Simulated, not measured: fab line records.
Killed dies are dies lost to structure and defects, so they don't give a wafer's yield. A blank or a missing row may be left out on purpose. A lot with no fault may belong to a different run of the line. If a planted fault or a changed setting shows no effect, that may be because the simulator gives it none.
fab line records    flow sky130
[record] lots = 5  wafers = 15  last_day = 49
route steps=708 shown VIA1@472 METAL2@483 VIA2@507 PAD_OPEN@708
lots untouched by any fault: they come from a run of this same line in which no faults occurred
start_h: hours from the record's opening day to when the first of the lot's shown wafers began    wait_h: hours from the lot's prior step to this one    " as in the row above    L1.1+2: a row that stands for several wafers    - no value, or no start given    * or withheld: withheld    < > ~ a bound
route shown NAME@n: NAME is a module with steps in the file, n the number in the route of the first one    usual: average and standard deviation across the fault-free wafers    same: alike in all rows    chamber/n: place in a boat    sites: per-site readings    _std_site: standard deviation across them    _edge_site: outer sites' mean less inner sites'    radius_mm: how far each site lies from the wafer's centre    mask NAME#n: copy n    behind: the tool/chamber that last shaped the wafer    hold: reason for holding the lot/hours on hold/outcome of the hold    device: which transistor (n, p or np) failed to switch    end of line: tests of these same wafers at the route's end    a step without rows: its recipe alone    killed: the dies lost at the first sort to structure and to defects; this is not the yield of the wafer    map: the dies of a wafer, with x for killed, . for not killed, _ for no die there
set.NAME: the setting the step ran with; set.NAME@STEP: the setting that earlier step ran with    model.NAME: the simulator's own value behind a step, which no gauge read
lots at some steps of the route; a table a step, a row a wafer
services: the hour from which a tool's chamber was out of use, counted from the record's first day as start_h (under 0 if before that day), plus the number of hours and why
[[steps]]
[step SKY_VIA1_ETCH_14]
[recipe] chemistry = N2/H2  target = BARC  ion_energy_ev = 200  source_w = 500  bias_w = 100  pressure_mtorr = 30  n2_flow_sccm = 100  h2_flow_sccm = 200  stop_on = SiO2  time_s = 45.9  target_depth_a = 600
[step SKY_VIA1_ETCH_15]
[recipe] target = SiO2  chemistry = C4F8/O2/Ar  target_depth_nm = 351  stop_on = TiN  mask_material = KrF-thick  source_w = 1500  bias_w = 1200  pressure_mtorr = 40  c4f8_flow_sccm = withheld  O2_flow_sccm = 6  Ar_flow_sccm = 300  time_s = 54
[step SKY_VIA1_STRIP_16]
[recipe] chemistry = O2/N2  power_w = 1400  pressure_mtorr = 1500  platen_temp_c = withheld  o2_flow_sccm = 3000  n2_flow_sccm = 300  overash_fraction = 0.5
[step SKY_VIA1_STRIP_17]
[recipe] chemistry = post_etch_residue_remover  time_s = 1200  temp_c = 72.5
[step SKY_VIA1_CLEAN_18]
[recipe] chemistry = IPA  time_s = 180  temp_c = 25
[step SKY_VIA1_CLEAN_19]
[recipe] chemistry = O3/DIW  dry = n2_spin
[step SKY_VIA1_SPUTTER_20]
[recipe] material = TiN  target_thk_nm = 20  chamber_pressure_pa = 5  power_w = 4000  time_s = 80
[step SKY_VIA1_CVD_21]
[recipe] material = W  target_thk_nm = 270  time_s = 80.902  temp_c = 400  pressure_torr = 40
[step SKY_VIA1_CMP_24]
[recipe] stop_on = SiO2  t_overpolish_s = 15  down_force_psi = 3.5  platen_rpm = 60  target_thk_nm = 0  pad_velocity_m_s = 0.94248
[usual] motor_current_A = 11.6/1  overpolish_run_s = 15.000/0.0085  time_to_endpoint_s = 64.9/3
lot.wafer  tool    chamber  start_h  wait_h  motor_current_A  overpolish_run_s  time_to_endpoint_s
L976.4     cmp-02  1        818.09   0.1     11.1             15.007            63.4
L976.5     "       3        "        "       10.9             15.008            60.8
L976.6     "       0        "        "       9.9              15.006            57.9
L981.2     cmp-01  0        852.12   0.0     11.6             14.996            65.3
L981.4     "       3        "        "       11.6             15.002            64.7
L981.5     "       0        "        "       11.7             15.001            65.7
L982.4     cmp-01  0        855.81   0.0     11.2             15.000            62.0
L982.1     "       2        "        "       13.5             15.005            63.4
L982.5     "       0        "        "       11.6             15.008            62.4
L983.4     cmp-01  2        857.90   0.2     13.0             15.005            64.7
L983.2     "       3        "        "       11.7             15.008            65.5
L983.5     "       0        "        "       11.3             14.996            63.2
L991.2     cmp-01  1        932.46   0.2     12.9             14.989            71.7
L991.5     "       2        "        "       13.2             15.001            68.5
L991.6     "       3        "        "       11.0             15.003            69.0
[step SKY_METAL2_SPUTTER_00]
[recipe] material = Ti  target_thk_nm = 15  power_w = 3000  time_s = 10  chamber_pressure_pa = 0.4
[step SKY_METAL2_SPUTTER_01]
[recipe] material = TiN  target_thk_nm = 20  power_w = 6500  time_s = 16.7  chamber_pressure_pa = 0.4
[step SKY_METAL2_SPUTTER_02]
[recipe] material = AlCu  target_thk_nm = 250  power_w = 10600  time_s = 12.93  chamber_pressure_pa = 0.4
[step SKY_METAL2_SPUTTER_03]
[recipe] material = Ti  target_thk_nm = 5  power_w = 3000  time_s = 3.3  chamber_pressure_pa = 0.4
[step SKY_METAL2_SPUTTER_04]
[recipe] material = TiN  target_thk_nm = 70  power_w = 6500  time_s = 58.3  chamber_pressure_pa = 0.4
[step SKY_METAL2_DEHYDRATE_07]
[recipe] temp_c = 200  time_s = 60
[step SKY_METAL2_HMDS_08]
[recipe] prime_time_s = 60  prime_temp_c = 120
[step SKY_METAL2_COAT_09]
[recipe] resist = BARC  temp_c = withheld  time_s = withheld  spin_rpm = 3000  resist_thk_nm = 60
[step SKY_METAL2_COAT_10]
[recipe] resist = KrF-thick  spin_rpm = 3000  resist_thk_nm = 450
[step SKY_METAL2_SOFTBAKE_11]
[recipe] temp_c = 100  time_s = 90  resist = KrF-thick
[step SKY_METAL2_EXPOSE_12]
[recipe] mask_id = MM2  na = 0.8  source_shape = annular  sigma_inner = 0.55  sigma_outer = 0.85  target_cd_nm = 140  dose_mj = 28
[step SKY_METAL2_PEB_13]
[recipe] peb_temp_c = withheld  peb_time_s = withheld  resist = KrF-thick
[step SKY_METAL2_DEVELOP_14]
[recipe] develop_time_s = 60  resist = KrF-thick  dev_temp_c = 21
[step SKY_METAL2_DESCUM_17]
[recipe] chemistry = O2  source_power_w = 150  bias_power_w = 0  pressure_mtorr = 10  temp_c = 40  time_s = 8
[step SKY_METAL2_ETCH_18]
[recipe] chemistry = N2/H2  target = BARC  ion_energy_ev = 200  bias_w = 100  pressure_mtorr = 30  n2_flow_sccm = 100  h2_flow_sccm = 200  icp_w = 500  stop_on = SiO2  time_s = 45.9  target_depth_a = 600
[step SKY_METAL2_METAL_ETCH_19]
[recipe] target_depth_a = 3600  stop_on = SiO2  over_etch_frac = 0.3  time_s = 78  chemistry = Cl2/BCl3  resist_sidewall_deg = 88  pressure_mtorr = 10  icp_w = 900  bias_w = 48.5  Cl2_flow_sccm = 60  bcl3_flow_sccm = 30
[step SKY_METAL2_STRIP_20]
[recipe] chemistry = O2/N2  power_w = 1400  pressure_mtorr = 1500  platen_temp_c = withheld  o2_flow_sccm = 3000  n2_flow_sccm = 300  overash_fraction = 0.5
[step SKY_METAL2_STRIP_21]
[recipe] chemistry = post_etch_residue_remover  time_s = 1200  temp_c = 72.5
[step SKY_METAL2_CLEAN_22]
[recipe] chemistry = IPA  time_s = 180  temp_c = 25
[step SKY_METAL2_CLEAN_23]
[recipe] chemistry = O3/DIW  dry = n2_spin
[step SKY_VIA2_HDPCVD_00]
[recipe] material = SiO2  target_thk_nm = 1180  sigma_open_frac = 0.3  time_s = 192.2  temp_c = 400  sih4_flow_sccm = 60  pressure_mtorr = 6
[step SKY_VIA2_CMP_02]
[recipe] material = SiO2  down_force_psi = 4  platen_rpm = 60  pad_velocity_m_s = 0.94248
[step SKY_VIA2_DEHYDRATE_04]
[recipe] temp_c = 200  time_s = 60
[step SKY_PAD_OPEN_PROBE_99]
[usual] defect_limited_yield = 82.5/1.8  killed_at_M0_to_M3 = 43/5.9  killed_at_M4_up = 3.3/1.9  killed_at_contacts = 24/5.6  killed_at_front_end = 15/4.1  killed_at_other = 0.4/0.66  killed_dies = 86/9  killed_on_rim = 17/3.7  killed_open = 47/6.9  killed_short = 39/6.2  sort_bin_3_pad_short = 0.9/0.45  sort_bin_5_function = 10.3/1.4  sort_bin_6_memory = 6.3/1.2  sort_n_pass = 406/9  sort_yield_pct = 82.5/1.8
[same] gross_dies = 492  killed_at_back_side = 0  sort_bin_4_leakage[%] = 0  sort_bin_8_speed[%] = 0
lot.wafer  tool       chamber  start_h  wait_h  defect_limited_yield[%]  killed_at_M0_to_M3  killed_at_M4_up  killed_at_contacts  killed_at_front_end  killed_at_other  killed_dies  killed_on_rim  killed_open  killed_short  sort_bin_3_pad_short[%]  sort_bin_5_function[%]  sort_bin_6_memory[%]  sort_n_pass  sort_yield_pct[%]  model.etest.tester.sort_n_pass  model.etest.tester.sort_yield_pct  model.etest.tester.sort_bin_5_pct  model.etest.tester.sort_bin_6_pct  model.etest.tester.sort_bin_3_pct
L976.4     prober-02  -        1088.79  0.2     82.3                     42                  8                17                  18                   2                87           17             54           33            0                        11.0                    6.7                   405          82.3               405                             82.32                              10.98                              6.707                              0
L976.5     prober-02  -        1088.84  0.2     85.2                     48                  1                17                  7                    0                73           16             43           30            1.2                      9.3                     4.3                   419          85.2               419                             85.16                              9.35                               4.268                              1.22
L976.6     prober-02  -        1088.89  0.2     83.7                     52                  3                14                  10                   1                80           17             43           37            0.6                      9.8                     5.9                   412          83.7               412                             83.74                              9.756                              5.894                              0.6098
L981.2     prober-01  -        1120.33  0.1     27.6                     331                 0                14                  11                   0                356          67             24           29            7.1                      50.2                    15.0                  136          27.6               136                             27.64                              50.2                               15.04                              7.114
L981.4     prober-01  -        1120.43  0.2     78.3                     42                  3                32                  27                   3                107          19             61           44            0.6                      13.4                    7.7                   385          78.3               385                             78.25                              13.41                              7.724                              0.6098
L981.5     prober-01  -        1120.48  0.2     26.0                     335                 0                22                  7                    0                364          69             35           27            7.1                      50.2                    16.7                  128          26.0               128                             26.02                              50.2                               16.67                              7.114
L982.1     prober-02  -        1123.31  0.1     82.5                     33                  5                26                  22                   0                86           10             45           41            0.8                      8.1                     8.5                   406          82.5               406                             82.52                              8.13                               8.537                              0.813
L982.4     prober-02  -        1123.46  0.2     27.4                     328                 3                12                  14                   0                357          66             31           22            5.9                      49.4                    17.3                  135          27.4               135                             27.44                              49.39                              17.28                              5.894
L982.5     prober-02  -        1123.51  0.2     23.4                     340                 4                17                  16                   0                377          70             35           36            6.3                      53.9                    16.5                  115          23.4               115                             23.37                              53.86                              16.46                              6.301
L983.2     prober-01  -        1126.09  0.1     81.9                     46                  2                27                  13                   1                89           16             44           44            1.0                      11.0                    6.1                   403          81.9               403                             81.91                              10.98                              6.098                              1.016
L983.4     prober-01  -        1126.19  0.2     82.3                     41                  3                32                  11                   0                87           15             48           39            0.6                      10.4                    6.7                   405          82.3               405                             82.32                              10.37                              6.707                              0.6098
L983.5     prober-01  -        1126.24  0.2     24.2                     350                 1                11                  10                   1                373          71             24           27            7.7                      51.0                    17.1                  119          24.2               119                             24.19                              51.02                              17.07                              7.724
L991.2     prober-02  -        1179.67  0.1     83.7                     39                  1                27                  13                   0                80           14             40           40            1.0                      9.1                     6.1                   412          83.7               412                             83.74                              9.146                              6.098                              1.016
L991.5     prober-02  -        1179.82  0.2     83.9                     40                  4                15                  20                   0                79           18             42           37            0.8                      7.5                     7.7                   413          83.9               413                             83.94                              7.52                               7.724                              0.813
L991.6     prober-02  -        1179.87  0.2     82.5                     42                  0                24                  19                   1                86           12             49           36            0.4                      10.4                    6.7                   406          82.5               406                             82.52                              10.37                              6.707                              0.4065
// killed by level:class
L976.4 VIA2:geometric_particle:open=9 VIA1:geometric_particle:open=8 LI_CONTACT:geometric_particle:open=7 VIA3:geometric_particle:open=7 FIELD_ISO:geometric_particle:open=6 POLY_GATE:geometric_particle:open=5 CONTACT:geometric_particle:open=5 METAL4:geometric_particle:short=5
L976.5 VIA3:geometric_particle:open=13 METAL1:geometric_particle:short=8 VIA1:geometric_particle:open=8 CONTACT:geometric_particle:open=6 LI_CONTACT:geometric_particle:open=4 METAL2:geometric_particle:short=4 VIA2:geometric_particle:short=3 CONTACT:geometric_particle:short=3
L976.6 VIA1:geometric_particle:open=15 VIA2:geometric_particle:open=8 METAL2:geometric_particle:short=6 VIA3:geometric_particle:open=6 FIELD_ISO:geometric_particle:short=4 CONTACT:geometric_particle:short=4 METAL1:geometric_particle:short=4 VIA2:geometric_particle:short=4
L981.2 VIA1:unspecified=303 METAL1:geometric_particle:short=7 VIA1:geometric_particle:open=6 CONTACT:geometric_particle:open=6 POLY_GATE:geometric_particle:short=4 METAL2:geometric_particle:short=3 METAL3:geometric_particle:short=3 VIA2:geometric_particle:open=3
L981.4 CONTACT:geometric_particle:open=13 VIA1:geometric_particle:open=11 LI_CONTACT:geometric_particle:open=9 FIELD_ISO:geometric_particle:short=8 POLY_GATE:geometric_particle:open=6 METAL1:geometric_particle:short=5 FIELD_ISO:geometric_particle:open=4 LOCAL_INTERCONNECT:geometric_particle:short=4
L981.5 VIA1:unspecified=302 CONTACT:geometric_particle:open=11 METAL1:geometric_particle:short=7 VIA2:geometric_particle:open=7 LI_CONTACT:geometric_particle:open=6 METAL2:geometric_particle:short=5 VIA1:geometric_particle:open=4 VIA1:geometric_particle:short=3
L982.1 CONTACT:geometric_particle:open=12 POLY_GATE:geometric_particle:open=7 POLY_GATE:geometric_particle:short=5 METAL1:geometric_particle:short=5 VIA1:geometric_particle:open=5 VIA1:geometric_particle:short=5 VIA3:geometric_particle:open=5 FIELD_ISO:geometric_particle:short=4
L982.4 VIA1:unspecified=304 VIA2:geometric_particle:open=5 POLY_GATE:geometric_particle:open=5 VIA1:geometric_particle:open=5 FIELD_ISO:geometric_particle:short=4 VIA2:geometric_particle:short=4 LI_CONTACT:geometric_particle:open=4 CONTACT:geometric_particle:open=4
L982.5 VIA1:unspecified=306 VIA1:geometric_particle:open=11 FIELD_ISO:geometric_particle:short=7 CONTACT:geometric_particle:open=7 VIA3:geometric_particle:open=6 METAL2:geometric_particle:short=4 CONTACT:geometric_particle:short=4 VIA1:geometric_particle:short=4
L983.2 LI_CONTACT:geometric_particle:open=8 CONTACT:geometric_particle:short=8 CONTACT:geometric_particle:open=8 METAL2:geometric_particle:short=8 VIA1:geometric_particle:open=7 METAL1:geometric_particle:short=7 FIELD_ISO:geometric_particle:open=4 VIA3:geometric_particle:open=4
L983.4 CONTACT:geometric_particle:open=14 CONTACT:geometric_particle:short=9 VIA2:geometric_particle:open=8 VIA1:geometric_particle:open=8 METAL2:geometric_particle:short=5 POLY_GATE:geometric_particle:short=4 LI_CONTACT:geometric_particle:open=4 METAL3:geometric_particle:short=4
L983.5 VIA1:unspecified=322 METAL2:geometric_particle:short=7 VIA1:geometric_particle:open=5 CONTACT:geometric_particle:open=4 POLY_GATE:geometric_particle:open=3 METAL1:geometric_particle:short=3 LOCAL_INTERCONNECT:geometric_particle:short=3 CONTACT:geometric_particle:short=3
L991.2 CONTACT:geometric_particle:open=12 VIA1:geometric_particle:open=9 LI_CONTACT:geometric_particle:open=7 METAL1:geometric_particle:short=5 POLY_GATE:geometric_particle:open=5 METAL2:geometric_particle:short=5 VIA3:geometric_particle:short=4 VIA2:geometric_particle:open=4
L991.5 FIELD_ISO:geometric_particle:open=8 VIA1:geometric_particle:open=8 VIA2:geometric_particle:open=7 METAL1:geometric_particle:short=6 VIA2:geometric_particle:short=5 POLY_GATE:geometric_particle:open=4 LI_CONTACT:geometric_particle:open=4 CONTACT:geometric_particle:open=4
L991.6 VIA1:geometric_particle:open=13 LI_CONTACT:geometric_particle:open=9 FIELD_ISO:geometric_particle:short=7 VIA2:geometric_particle:open=7 VIA3:geometric_particle:open=6 LOCAL_INTERCONNECT:geometric_particle:short=5 CONTACT:geometric_particle:open=5 VIA1:geometric_particle:short=5
// map L981.5 (x killed, . not)
__________xxxxxxx.xx_________
________xxx..x..xxx.x._______
______xx.xx.xxxxxxxxxxx._____
_____.xxxxx.xx.xxxxx.xx..____
____xxx.xxx.xxxxxxxxx..x..___
___xx.xx.xxxx.x..xxx.xxx.xx__
__.xxxx.xxxxxxxx.x.x.x.xxx.x_
_x.xxxxxxxxxxxxxxxxx.xxx.xxxx
_..xxxxxx...x..xxxxxxxx.xxxxx
_xxxxxx.xxxxx....xxxx.xxxxxxx
_..x.xxxxxxxxxxxxxx.x.x.x.xxx
_xxx.xxxxx..xx.xxxxxxxxxx.xx.
_xx.x.xx..xx..xxxxxx.xxxxx.x.
_xxxxxx.xxx..xxxxx..xxxxxxxxx
_..x...x...xx.x.xxx.xxx.xxxxx
__.x.xxxx..xxxx..xxxx.x...x._
___xxx.x.x.xx.xxxxxxx.xxxxx__
____xxx.xxxxxxxxxxxx..xxxx___
_____xxxx.x.xx..xxx.xxxx.____
______x.x..xxxxxxxxxx.xx_____
________.xxxxx....x.xx_______
__________xx.xxxxxxx_________
// map L982.5 (x killed, . not)
__________.x.xxxxxx._________
________x.xxxxxxxxx.x._______
______.x.xxxxxxxxxxxxxx._____
_____x.x.x.xx.xx.x.xxxxxx____
____x.xx..xx.x.xxxxxx.xxxx___
___xxxxxxxxxxxx...xxxxxxxxx__
__...xx.xxxxxxx.xxxxxxxx.xxx_
_xx.x.xxxxxxxxxx.xx.xxxx.x..x
_x.x.x.xx.xxxxxxx.xxxx.xxxx.x
_xxx.xxx.xxxxx.xxxxx.xxxxxxxx
_xxx.x..xxxxxxxxxxx..xxxxxxxx
_xxxx..xx..xxxxx..xxxx..xxxxx
_x....xx.xxxxxxxxxxxx.x.x..xx
_xxxx.xx...xx.xxxxx.xxxxxxxxx
_x.xxxxx.xx.x...x.xxxxxxxxxxx
__xxx...x...x.xxxxxx.xxxx.xx_
___.xx.xx.xx.xxxxx.xxxxx..x__
____x...xxxx.xxxxxxxxxxxx.___
_____xx.xxxxxxxxxxxxxxx.x____
______xxx.xxxxxxxx.xxxxx_____
________.x.xxxxxxx..xx_______
__________x.x.xx.xxx_________
[[services]]
tool    chamber  start_h  hours  kind
cmp-02  -        803.72   0.6    repair
cmp-02  -        912.02   4.0    pm
cmp-02  -        916.02   -      consumable_replace:conditioner
cmp-02  -        916.02   -      consumable_replace:pad
cmp-01  -        923.74   1.1    repair
cmp-01  -        925.22   0.6    repair
[[key]]
[first_sign] step = SKY_PAD_OPEN_PROBE_99  reading = killed_at_M0_to_M3  direction = up  sigmas = 50  usual = 43  struck = 337
[effect] step = SKY_PAD_OPEN_PROBE_99  reading = defect_limited_yield  direction = down  sigmas = 31  usual = 82.5  struck = 25.7
[model_effect] step = SKY_PAD_OPEN_PROBE_99  value = etest.tester.sort_n_pass  without = 399.8  struck = 126.6
met_at SKY_VIA1_CMP_24
struck_wafers L981.2,L981.5,L982.4,L982.5,L983.5
[fault] kind = chamber_particle_source  tool = cmp-01  chamber = 0  onset_h = 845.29  steps = SKY_VIA1_CMP_24  rate_per_visit_cm2 = 2.1375  end_h = 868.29
